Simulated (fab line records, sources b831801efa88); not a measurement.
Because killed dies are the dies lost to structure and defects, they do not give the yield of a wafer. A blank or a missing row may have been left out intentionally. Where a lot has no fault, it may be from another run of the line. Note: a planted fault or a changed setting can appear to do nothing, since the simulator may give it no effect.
Problem report, 8D (eight disciplines) form, completed by code || flow sky130 || the parts of the form that need people (team, actions taken, sign-off) are left out

1. PROBLEM STATEMENT
Mean of killed_at_contacts at SKY_PAD_OPEN_PROBE_99: 65 across 9 wafers in 3 lots; on wafers with no fault it is 24 (standard deviation 4.9). Measured from the usual mean, that is +8.4 standard deviations.
The first sign was on wafer L260.3 at day 48 07:37, on prober-01. The record has a number at this step for 12 wafers belonging to 4 lots. The rule behind "out" and "out of limits": a value lying over 4 standard deviations away from the usual mean. The other wafers with a number count as sound.

2. WHAT IT IS; WHAT IT IS NOT
{"question": "which readings at this step", "is": "killed_at_contacts", "is not": "killed_at_front_end, killed_at_other, killed_short"}
{"question": "which lots", "is": "L260, L261, L263", "is not": "L267"}
{"question": "which wafers of those lots", "is": "all that have a number", "is not": "-"}
{"question": "read on which tools", "is": "prober-01, prober-02", "is not": "-"}
{"question": "when", "is": "from day 48 07:37", "is not": "up to then (0 sound wafers); but 3 sound wafers of L267 came after"}

3. SUSPECTS, AND WHAT RULES EACH OUT
Counting: a tool at a process step up to the reading stays a suspect if it ran every lot that is out and no sound lot after the first of them.
- wet_bench-01 at SKY_LOCAL_INTERCONNECT_CLEAN_17 (cleans in IPA, time 180 s): kept. It ran every lot that is out, first L260 (day 33 18:14), and no sound lot after that.
Remaining after the count: wet_bench-01 at SKY_LOCAL_INTERCONNECT_CLEAN_17.

4. THE CAUSE (what the simulator had put in)
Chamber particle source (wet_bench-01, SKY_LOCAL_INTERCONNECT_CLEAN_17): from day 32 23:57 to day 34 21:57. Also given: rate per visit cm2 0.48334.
After counting, this tool was the only one left.

5. THE CHAIN OF EFFECTS, in route order
Each row: a reading where the mean over the struck wafers with a number is more than 3 standard deviations away from the usual. Readings are gone through only where the record gives a usual standard deviation; hours: the median, over the lots, of the time from a lot's start at the first step in this table giving one to that lot's start at this step; sigmas: the change measured in usual standard deviations.
{"hours": 0, "step": "SKY_PAD_OPEN_PROBE_99", "reading": "killed_at_contacts", "usual": 24, "on struck wafers": 65, "change": "+41", "sigmas": "+8.4"}
{"hours": 0, "step": "SKY_PAD_OPEN_PROBE_99", "reading": "killed_dies", "usual": 87, "on struck wafers": 125, "change": "+38", "sigmas": "+3.8"}
It contains these process steps:
- SKY_PAD_OPEN_PROBE_99

6. HOW IT WOULD HAVE BEEN CAUGHT EARLIER
The fault began at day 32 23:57; the first out-of-limits reading in this record came at day 48 07:37, 368 hours later.
An alarm limit of 4 standard deviations would not have fired on the tool readings at SKY_LOCAL_INTERCONNECT_CLEAN_17 for which the record gives a usual standard deviation, since none of them was out on any struck wafer.
By day 48 07:37, every lot that is out (3) had started SKY_LOCAL_INTERCONNECT_CLEAN_17 on wet_bench-01. Holding the tool at that point would not have protected any of them.
